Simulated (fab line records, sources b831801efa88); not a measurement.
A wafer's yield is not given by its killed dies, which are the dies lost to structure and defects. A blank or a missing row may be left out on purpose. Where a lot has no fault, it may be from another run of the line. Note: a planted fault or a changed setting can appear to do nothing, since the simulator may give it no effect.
fab line records	flow sky130
record: lots: 7	wafers: 21	last_day: 50
route steps=708 shown VIA3@587 METAL4@598 PAD_OPEN@708
lots that met no fault: taken from a fault-free run of the same line
start_h: start of the lot's first displayed wafer, in hours after the record's first day	wait_h: hours since the lot's step before	" unchanged from the row above	L1.1+2: a single row standing in for several wafers	- no value present, or no start provided	* or withheld: withheld	< > ~ a bound
route shown NAME@n: NAME is a module with steps in the file, n the number in the route of the first one	usual: mean/standard deviation of fault-free wafers	same: alike in all rows	chamber/n: place in a boat	sites: the reading at each site	_std_site: standard deviation of those values	_edge_site: mean of outer sites minus mean of inner sites	radius_mm: how far each site lies from the wafer's centre	mask NAME#n: copy n	behind: the tool/chamber that last shaped the wafer	hold: cause of the lot's hold/its duration in hours/its outcome	device: which transistor (n, p or np) failed to switch	end of line: the same wafers' tests at the end of the route	a step without rows: its recipe alone	killed: not the wafer's yield, but the dies lost to structure and defects at the first sort	map: per-die view of a wafer (x killed, . not killed, _ where there is no die)
set.NAME: the run value of the setting; set.NAME@STEP: its run value at that earlier step	model.NAME: the simulator's own value behind a step, which no gauge read
certain route steps with their lots: each step a table, each wafer a row
services: from which hour (start_h, from the record's first day; less than 0 if before it) a tool's chamber was out of use, for how many hours, and why
== steps ==
step: SKY_VIA3_ETCH_14
recipe: chemistry: N2/H2	target: BARC	ion_energy_ev: 200	source_w: 500	bias_w: 100	pressure_mtorr: 30	n2_flow_sccm: 100	h2_flow_sccm: 200	stop_on: SiO2	time_s: 45.9	target_depth_a: 600
usual: drypump_motor_current_A: 5.7/0.54	oes_product_au: 0.855/0.0047	throttle_valve_pct: 13.226/0.0099
lot.wafer	tool	chamber	start_h	wait_h	drypump_motor_current_A	oes_product_au	rf_hours_counter_h	throttle_valve_pct
L495.1	rie_diel-02	0	959.77	0.0	6.4	0.856	13	13.239
L495.3	"	1	"	"	5.0	0.856	21	13.215
L495.4	"	3	"	"	5.4	0.853	24	13.220
L501.1	rie_diel-02	3	999.60	0.0	5.4	0.854	26	13.237
L501.3	"	0	"	"	6.4	0.858	15	13.219
L501.6	"	0	"	"	6.4	0.862	-	13.242
L502.1	rie_diel-02	1	1012.20	0.0	5.0	0.855	23	13.240
L502.2	"	3	"	"	5.4	0.865	26	13.228
L502.6	"	2	"	"	5.7	0.848	-	13.221
L503.3	rie_diel-02	3	1014.05	0.0	5.4	0.853	26	13.221
L503.4	"	2	"	"	5.7	0.856	-	13.218
L503.5	"	1	"	"	5.0	0.858	-	13.208
L504.1	rie_diel-01	3	1018.28	0.0	6.5	0.852	6	13.225
L504.4	"	1	"	"	5.1	0.858	9	13.219
L504.5	"	3	"	"	6.5	0.855	-	13.230
L506.3	rie_diel-01	1	1036.82	0.0	5.2	0.855	9	13.208
L506.4	"	3	"	"	6.5	0.859	7	13.212
L506.5	"	3	"	"	6.5	0.859	-	13.218
L513.2	rie_diel-01	2	1078.63	0.0	6.7	0.845	27	13.213
L513.4	"	0	"	"	6.1	0.856	18	13.239
L513.5	"	1	"	"	5.1	0.856	-	13.234
step: SKY_VIA3_ETCH_15
recipe: target: SiO2	chemistry: C4F8/O2/Ar	target_depth_nm: 507	stop_on: TiN	mask_material: KrF-thick	source_w: 1500	bias_w: 1200	pressure_mtorr: 40	c4f8_flow_sccm: withheld	O2_flow_sccm: 6	Ar_flow_sccm: 300	time_s: 78
usual: oes_product_au: 0.946/0.0047
lot.wafer	tool	chamber	start_h	wait_h	oes_product_au	rf_hours_counter_h
L495.1	rie_diel-02	0	959.82	0.0	0.943	13
L495.3	"	1	"	"	0.941	21
L495.4	"	3	"	"	0.944	24
L501.1	rie_diel-02	3	999.65	0.0	0.943	26
L501.3	"	0	"	"	0.946	15
L501.6	"	0	"	"	0.947	-
L502.1	rie_diel-02	1	1012.25	0.0	0.944	23
L502.2	"	3	"	"	0.952	26
L502.6	"	2	"	"	0.956	-
L503.3	rie_diel-02	3	1014.10	0.0	0.949	26
L503.4	"	2	"	"	0.945	-
L503.5	"	1	"	"	0.947	-
L504.1	rie_diel-01	3	1018.32	0.0	0.942	6
L504.4	"	1	"	"	0.951	9
L504.5	"	3	"	"	0.946	-
L506.3	rie_diel-01	1	1036.87	0.0	0.955	9
L506.4	"	3	"	"	0.940	7
L506.5	"	3	"	"	0.943	-
L513.2	rie_diel-01	2	1078.67	0.0	0.948	27
L513.4	"	0	"	"	0.936	18
L513.5	"	1	"	"	0.949	-
step: SKY_VIA3_STRIP_16
recipe: chemistry: O2/N2	power_w: 1400	pressure_mtorr: 1500	platen_temp_c: withheld	o2_flow_sccm: 3000	n2_flow_sccm: 300	overash_fraction: 0.5
step: SKY_VIA3_STRIP_17
recipe: chemistry: post_etch_residue_remover	time_s: 1200	temp_c: 72.5
step: SKY_VIA3_CLEAN_18
recipe: chemistry: IPA	time_s: 180	temp_c: 25
step: SKY_VIA3_CLEAN_19
recipe: chemistry: O3/DIW	dry: n2_spin
step: SKY_VIA3_SPUTTER_20
recipe: material: TiN	target_thk_nm: 20	chamber_pressure_pa: 5	power_w: 4000	time_s: 80
usual: cathode_dc_power_W: 4000.0/0.72	chamber_pressure_pa: 4.999/0.0096	throttle_valve_pct: 30.2/0.93
lot.wafer	tool	chamber	start_h	wait_h	cathode_dc_power_W	chamber_pressure_pa	throttle_valve_pct
L495.1	pvd_sputter-02	-	961.00	0.0	3999.0	5.004	30.6
L495.3	"	-	"	"	3999.9	4.984	29.5
L495.4	"	-	"	"	4000.8	4.986	32.2
L501.1	pvd_sputter-04	-	1000.33	0.0	4000.7	4.988	31.3
L501.3	"	-	"	"	3999.7	4.997	28.7
L501.6	"	-	"	"	4001.1	4.996	29.6
L502.1	pvd_sputter-02	-	1012.90	0.0	4000.8	5.007	29.9
L502.2	"	-	"	"	3998.9	5.016	30.5
L502.6	"	-	"	"	4000.6	5.002	32.0
L503.3	pvd_sputter-04	-	1014.77	0.0	3999.6	4.990	28.3
L503.4	"	-	"	"	4000.0	5.002	28.9
L503.5	"	-	"	"	4000.3	4.985	28.6
L504.1	pvd_sputter-01	-	1018.97	0.0	3998.7	4.992	30.5
L504.4	"	-	"	"	3999.6	4.986	30.6
L504.5	"	-	"	"	3999.2	4.995	29.3
L506.3	pvd_sputter-01	-	1037.52	0.0	4000.5	5.001	30.3
L506.4	"	-	"	"	4000.3	4.995	29.2
L506.5	"	-	"	"	4001.5	5.011	30.9
L513.2	pvd_sputter-01	-	1079.40	0.0	4000.0	4.996	30.3
L513.4	"	-	"	"	3999.9	5.000	30.7
L513.5	"	-	"	"	3999.2	4.998	30.3
step: SKY_VIA3_CVD_21
recipe: material: W	target_thk_nm: 390	time_s: 117.31	temp_c: 400	pressure_torr: 40
step: SKY_VIA3_RS_MEAS_22
recipe: thk_meas_gauge: four-point-probe	reads: W_of_VIA3_CVD_21+TiN_of_VIA3_SPUTTER_20
usual: VIA3_W_RS: 0.293/0.0047
lot.wafer	tool	chamber	start_h	wait_h	VIA3_W_RS[ohm/sq]
L495.1	film_metro-04	-	961.18	0.1	0.303
L495.3	"	-	"	"	0.295
L495.4	"	-	"	"	0.297
L501.1	film_metro-04	-	1000.51	0.1	0.298
L501.3	"	-	"	"	0.292
L501.6	"	-	"	"	0.302
L502.1	film_metro-04	-	1013.09	0.1	0.296
L502.2	"	-	"	"	0.296
L502.6	"	-	"	"	0.297
L503.3	film_metro-04	-	1014.99	0.1	0.290
L503.4	"	-	"	"	0.287
L503.5	"	-	"	"	0.287
L504.1	film_metro-02	-	1019.21	0.1	0.297
L504.4	"	-	"	"	0.294
L504.5	"	-	"	"	0.293
L506.3	film_metro-02	-	1037.75	0.1	0.295
L506.4	"	-	"	"	0.297
L506.5	"	-	"	"	0.296
L513.2	film_metro-04	-	1079.61	0.1	0.297
L513.4	"	-	"	"	0.294
L513.5	"	-	"	"	0.300
step: SKY_VIA3_THK_MEAS_23
recipe: thk_meas_gauge: xrf	reads: W_of_VIA3_CVD_21
usual: VIA3_W_THK: 399/8.1
lot.wafer	tool	chamber	start_h	wait_h	VIA3_W_THK[nm]
L495.1	film_metro-04	-	961.30	0.1	387
L495.3	"	-	"	"	400
L495.4	"	-	"	"	399
L501.1	film_metro-04	-	1000.63	0.1	400
L501.3	"	-	"	"	405
L501.6	"	-	"	"	393
L502.1	film_metro-04	-	1013.21	0.1	400
L502.2	"	-	"	"	399
L502.6	"	-	"	"	399
L503.3	film_metro-04	-	1015.09	0.1	409
L503.4	"	-	"	"	409
L503.5	"	-	"	"	409
L504.1	film_metro-02	-	1019.33	0.1	391
L504.4	"	-	"	"	397
L504.5	"	-	"	"	398
L506.3	film_metro-02	-	1037.85	0.1	398
L506.4	"	-	"	"	394
L506.5	"	-	"	"	396
L513.2	film_metro-04	-	1079.72	0.1	400
L513.4	"	-	"	"	403
L513.5	"	-	"	"	398
step: SKY_VIA3_CMP_24
recipe: stop_on: SiO2	t_overpolish_s: 20	down_force_psi: 3.5	platen_rpm: 60	target_thk_nm: 0	pad_velocity_m_s: 0.94248
usual: motor_current_A: 11.4/0.92	overpolish_run_s: 20.001/0.009	time_to_endpoint_s: 94.8/3
lot.wafer	tool	chamber	start_h	wait_h	motor_current_A	overpolish_run_s	time_to_endpoint_s
L495.4	cmp-02	0	961.36	0.0	11.6	20.011	97.0
L495.1	"	1	"	"	12.1	20.011	96.0
L495.3	"	2	"	"	10.0	20.003	96.0
L501.3	cmp-01	0	1000.69	0.0	11.3	20.001	96.2
L501.1	"	1	"	"	10.9	19.992	95.0
L501.6	"	0	"	"	11.2	20.004	93.1
L502.2	cmp-01	2	1013.27	0.0	10.7	19.990	90.8
L502.1	"	0	"	"	11.3	20.001	94.1
L502.6	"	2	"	"	11.5	19.998	94.1
L503.3	cmp-01	2	1015.18	0.1	10.9	20.014	92.8
L503.4	"	3	"	"	12.1	20.005	97.7
L503.5	"	2	"	"	11.3	20.022	94.4
L504.1	cmp-01	2	1019.44	0.1	11.4	19.987	90.7
L504.4	"	0	"	"	11.5	19.986	92.5
L504.5	"	2	"	"	10.9	20.011	89.9
L506.4	cmp-02	3	1037.94	0.1	11.0	20.007	95.4
L506.3	"	1	"	"	11.7	20.012	97.0
L506.5	"	3	"	"	11.0	20.009	94.1
L513.4	cmp-01	3	1079.77	0.0	12.5	20.004	94.0
L513.2	"	0	"	"	11.2	20.013	88.8
L513.5	"	0	"	"	11.2	20.003	88.9
step: SKY_METAL4_SPUTTER_00
recipe: material: Ti	target_thk_nm: 15	power_w: 3000	time_s: 10	chamber_pressure_pa: 0.4
usual: cathode_dc_power_W: 2999.9/0.56	chamber_pressure_pa: 0.4000/0.00071	throttle_valve_pct: 29.9/0.86
lot.wafer	tool	chamber	start_h	wait_h	cathode_dc_power_W	chamber_pressure_pa	throttle_valve_pct
L495.1	pvd_sputter-01	-	961.66	0.2	2999.5	0.3994	30.7
L495.3	"	-	"	"	3000.8	0.3995	29.3
L495.4	"	-	"	"	3000.2	0.3990	30.6
L501.1	pvd_sputter-01	-	1000.99	0.2	3000.4	0.3989	30.6
L501.3	"	-	"	"	2999.4	0.3992	30.3
L501.6	"	-	"	"	3000.3	0.4004	30.4
L502.1	pvd_sputter-01	-	1013.57	0.1	3000.6	0.3992	30.8
L502.2	"	-	"	"	3000.0	0.3993	29.5
L502.6	"	-	"	"	3001.4	0.3994	30.6
L503.3	pvd_sputter-01	-	1015.43	0.2	2999.9	0.4005	30.6
L503.4	"	-	"	"	2999.8	0.3992	30.2
L503.5	"	-	"	"	3000.2	0.3988	30.4
L504.1	pvd_sputter-03	-	1019.69	0.2	2999.7	0.3993	30.0
L504.4	"	-	"	"	3000.0	0.3993	29.8
L504.5	"	-	"	"	3000.2	0.3994	29.9
L506.3	pvd_sputter-04	-	1038.19	0.1	3000.5	0.4009	29.0
L506.4	"	-	"	"	2999.5	0.3998	28.6
L506.5	"	-	"	"	3000.6	0.3994	28.8
L513.2	pvd_sputter-01	-	1080.07	0.2	3000.7	0.4002	29.1
L513.4	"	-	"	"	2999.6	0.3994	30.6
L513.5	"	-	"	"	2999.8	0.4001	30.2
step: SKY_METAL4_SPUTTER_01
recipe: material: TiN	target_thk_nm: 20	power_w: 6500	time_s: 16.7	chamber_pressure_pa: 0.4
usual: cathode_dc_power_W: 6499.9/1.2	chamber_pressure_pa: 0.4000/0.0008	throttle_valve_pct: 29.9/0.84
lot.wafer	tool	chamber	start_h	wait_h	cathode_dc_power_W	chamber_pressure_pa	throttle_valve_pct
L495.1	pvd_sputter-01	-	961.69	0.0	6500.3	0.3999	30.6
L495.3	"	-	"	"	6497.3	0.4004	29.6
L495.4	"	-	"	"	6501.2	0.4002	30.4
L501.1	pvd_sputter-01	-	1001.02	0.0	6499.7	0.3997	30.7
L501.3	"	-	"	"	6499.1	0.4000	30.9
L501.6	"	-	"	"	6498.9	0.4008	30.2
L502.1	pvd_sputter-01	-	1013.59	0.0	-	-	-
L502.2	"	-	"	"	-	-	-
L502.6	"	-	"	"	-	-	-
L503.3	pvd_sputter-01	-	1015.45	0.0	-	-	-
L503.4	"	-	"	"	-	-	-
L503.5	"	-	"	"	-	-	-
L504.1	pvd_sputter-03	-	1019.71	0.0	-	-	-
L504.4	"	-	"	"	-	-	-
L504.5	"	-	"	"	-	-	-
L506.3	pvd_sputter-04	-	1038.21	0.0	6501.0	0.4008	28.9
L506.4	"	-	"	"	6502.1	0.3982	28.8
L506.5	"	-	"	"	6498.8	0.3989	28.8
L513.2	pvd_sputter-01	-	1080.09	0.0	6499.5	0.3994	29.6
L513.4	"	-	"	"	6498.2	0.4002	30.4
L513.5	"	-	"	"	6499.1	0.3992	30.4
step: SKY_METAL4_SPUTTER_02
recipe: material: AlCu	target_thk_nm: 735	power_w: 10600	time_s: 39.1	chamber_pressure_pa: 0.4
step: SKY_PAD_OPEN_PROBE_99
lot.wafer	tool	chamber	start_h	wait_h	model.etest.via3_chain.rc_ohm	model.etest.met4.line_ohm_um	model.etest.met4.rs_ohm_sq
L495.1	prober-02	-	1102.77	0.1	9.627	0.145	0.04233
L495.3	prober-02	-	1102.87	0.2	9.596	0.1457	0.04263
L501.6	prober-01	-	1133.94	0.2	9.983	0.1449	0.04347
L502.1	prober-02	-	1142.89	0.1	9.22	0.1516	0.04534
L502.2	prober-02	-	1142.94	0.1	9.056	0.1496	0.04479
L502.6	prober-02	-	1143.14	0.2	9.435	0.151	0.04514
L503.3	prober-01	-	1145.05	0.2	9.374	0.1511	0.04483
L503.4	prober-01	-	1145.10	0.2	8.918	0.1501	0.04469
L503.5	prober-01	-	1145.15	0.2	9.172	0.1474	0.0442
L504.1	prober-02	-	1150.44	0.1	9.249	0.1517	0.04528
L504.4	prober-02	-	1150.59	0.2	9.445	0.1532	0.04569
L504.5	prober-02	-	1150.64	0.2	9.636	0.1525	0.04555
L506.3	prober-02	-	1168.93	0.2	9.725	0.1401	0.04205
L506.4	prober-02	-	1168.98	0.2	10.46	0.138	0.04137
L506.5	prober-02	-	1169.03	0.2	10.17	0.1419	0.04206
L513.2	prober-01	-	1197.24	0.1	9.322	0.1421	0.04314
L513.4	prober-01	-	1197.34	0.2	9.807	0.1464	0.04324
L513.5	prober-01	-	1197.39	0.2	9.182	0.1414	0.04286
killed by level:class
L495.1 CONTACT:geometric_particle:open=14 VIA1:geometric_particle:open=10 METAL1:geometric_particle:short=8 LOCAL_INTERCONNECT:geometric_particle:short=5 VIA2:geometric_particle:open=5 FIELD_ISO:geometric_particle:short=4 LI_CONTACT:geometric_particle:short=4 CONTACT:geometric_particle:short=4
L495.3 CONTACT:geometric_particle:open=13 VIA1:geometric_particle:open=11 VIA2:geometric_particle:open=8 METAL1:geometric_particle:short=6 LOCAL_INTERCONNECT:geometric_particle:short=5 CONTACT:geometric_particle:short=5 LI_CONTACT:geometric_particle:open=4 VIA2:geometric_particle:short=3
L501.6 VIA1:geometric_particle:open=14 CONTACT:geometric_particle:open=11 VIA2:geometric_particle:short=6 METAL2:geometric_particle:short=6 VIA2:geometric_particle:open=6 VIA3:geometric_particle:open=6 FIELD_ISO:geometric_particle:open=5 LOCAL_INTERCONNECT:geometric_particle:short=5
L502.1 VIA1:geometric_particle:open=9 FIELD_ISO:geometric_particle:short=7 LI_CONTACT:geometric_particle:open=7 CONTACT:geometric_particle:open=7 VIA1:geometric_particle:short=6 POLY_GATE:geometric_particle:open=5 CONTACT:geometric_particle:short=5 SPACER:geometric_particle:short=4
L502.2 VIA2:geometric_particle:open=12 VIA1:geometric_particle:open=11 CONTACT:geometric_particle:open=8 POLY_GATE:geometric_particle:open=7 LI_CONTACT:geometric_particle:open=6 VIA2:geometric_particle:short=6 FIELD_ISO:geometric_particle:short=5 METAL1:geometric_particle:short=5
L502.6 VIA1:geometric_particle:open=15 CONTACT:geometric_particle:open=10 VIA3:geometric_particle:open=8 LI_CONTACT:geometric_particle:open=6 VIA3:geometric_particle:short=6 POLY_GATE:geometric_particle:short=5 CONTACT:geometric_particle:short=5 POLY_GATE:geometric_particle:open=4
L504.1 CONTACT:geometric_particle:open=11 VIA1:geometric_particle:open=9 VIA1:geometric_particle:short=8 METAL2:geometric_particle:short=7 LI_CONTACT:geometric_particle:open=5 POLY_GATE:geometric_particle:short=4 VIA3:geometric_particle:open=4 SPACER:geometric_particle:open=3
L504.4 CONTACT:geometric_particle:open=9 LOCAL_INTERCONNECT:geometric_particle:short=7 METAL2:geometric_particle:short=7 METAL1:geometric_particle:short=6 POLY_CUT:geometric_particle:open=5 VIA2:geometric_particle:short=5 VIA1:geometric_particle:short=5 VIA1:geometric_particle:open=5
L504.5 VIA1:geometric_particle:open=16 CONTACT:geometric_particle:open=12 METAL4:geometric_particle:short=6 POLY_GATE:geometric_particle:open=5 VIA2:geometric_particle:open=5 VIA3:geometric_particle:open=5 LI_CONTACT:geometric_particle:open=4 METAL2:geometric_particle:short=4
L506.3 VIA1:geometric_particle:open=10 LI_CONTACT:geometric_particle:open=7 METAL1:geometric_particle:short=7 POLY_GATE:geometric_particle:short=6 LOCAL_INTERCONNECT:geometric_particle:short=6 CONTACT:geometric_particle:open=5 VIA1:geometric_particle:short=5 METAL2:geometric_particle:short=5
L506.4 CONTACT:geometric_particle:open=15 VIA1:geometric_particle:open=12 VIA3:geometric_particle:open=9 METAL1:geometric_particle:short=8 VIA1:geometric_particle:short=5 POLY_GATE:geometric_particle:open=5 METAL2:geometric_particle:short=5 CONTACT:geometric_particle:short=5
L506.5 CONTACT:geometric_particle:open=9 METAL2:geometric_particle:short=8 VIA1:geometric_particle:open=8 VIA2:geometric_particle:open=7 VIA3:geometric_particle:open=6 CONTACT:geometric_particle:short=5 VIA2:geometric_particle:short=5 VIA1:geometric_particle:short=5
L513.2 CONTACT:geometric_particle:open=13 VIA3:geometric_particle:open=11 VIA1:geometric_particle:open=9 METAL2:geometric_particle:short=7 METAL1:geometric_particle:short=7 LI_CONTACT:geometric_particle:open=5 VIA2:geometric_particle:open=5 VIA3:geometric_particle:short=5
L513.4 VIA1:geometric_particle:open=15 CONTACT:geometric_particle:short=9 FIELD_ISO:geometric_particle:short=8 VIA3:geometric_particle:open=8 METAL1:geometric_particle:short=7 VIA2:geometric_particle:open=6 METAL2:geometric_particle:short=5 LI_CONTACT:geometric_particle:open=4
L513.5 CONTACT:geometric_particle:open=13 FIELD_ISO:geometric_particle:open=7 VIA1:geometric_particle:open=7 METAL1:geometric_particle:short=7 LI_CONTACT:geometric_particle:open=7 LOCAL_INTERCONNECT:geometric_particle:short=5 POLY_GATE:geometric_particle:short=4 METAL2:geometric_particle:short=4
== services ==
tool	chamber	start_h	hours	kind
pvd_sputter-04	-	943.92	1.2	repair
rie_diel-01	-	948.90	2.8	pm
cmp-01	-	961.95	1.5	repair
rie_diel-02	2	971.74	6.4	repair
rie_diel-01	3	974.73	2.5	repair
cmp-01	-	977.06	7.3	pm
pvd_sputter-04	-	996.90	1.3	repair
cmp-02	-	997.86	1.8	repair
rie_diel-02	0	1003.80	63.2	repair
rie_diel-01	2	1012.72	1.4	repair
pvd_sputter-01	3	1039.19	-	consumable_replace:kit
pvd_sputter-01	3	1039.19	18.0	scheduled_down
pvd_sputter-01	3	1039.19	18.0	vent_cycle
rie_diel-02	1	1041.83	7.7	repair
rie_diel-01	0	1042.30	1.6	repair
pvd_sputter-02	2	1051.09	-	consumable_replace:kit
pvd_sputter-02	2	1051.09	18.0	scheduled_down
pvd_sputter-02	-	1059.14	3.5	repair
cmp-01	-	1062.79	1.2	repair
pvd_sputter-02	-	1065.89	18.9	repair
rie_diel-02	3	1069.40	-	clean
rie_diel-02	3	1069.40	18.5	scheduled_down
rie_diel-02	3	1069.40	18.5	vent_cycle
rie_diel-01	-	1074.92	0.1	repair
== key ==
first_sign: step: SKY_METAL4_SPUTTER_01	reading: tool_record	direction: missing
effect none on later readings
model_effect: step: SKY_PAD_OPEN_PROBE_99	value: etest.via3_chain.rc_ohm	without: 9.846	struck: 9.278
met_at SKY_METAL4_SPUTTER_01
struck_wafers L502.1,L502.2,L502.6,L503.3,L503.4,L503.5,L504.1,L504.4,L504.5
sort_left_out L503.3,L503.4,L503.5
onset_between 1001.02 1013.59
fault: kind: skipped_step_whole	tool: pvd_sputter-01,pvd_sputter-03	chamber: -	onset_h: 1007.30	steps: SKY_METAL4_SPUTTER_01	scope: struck_lots_only
sort_left_out: the simulated sort isn't trusted on such a fault, so these wafers' sort isn't shown, and their yield isn't known
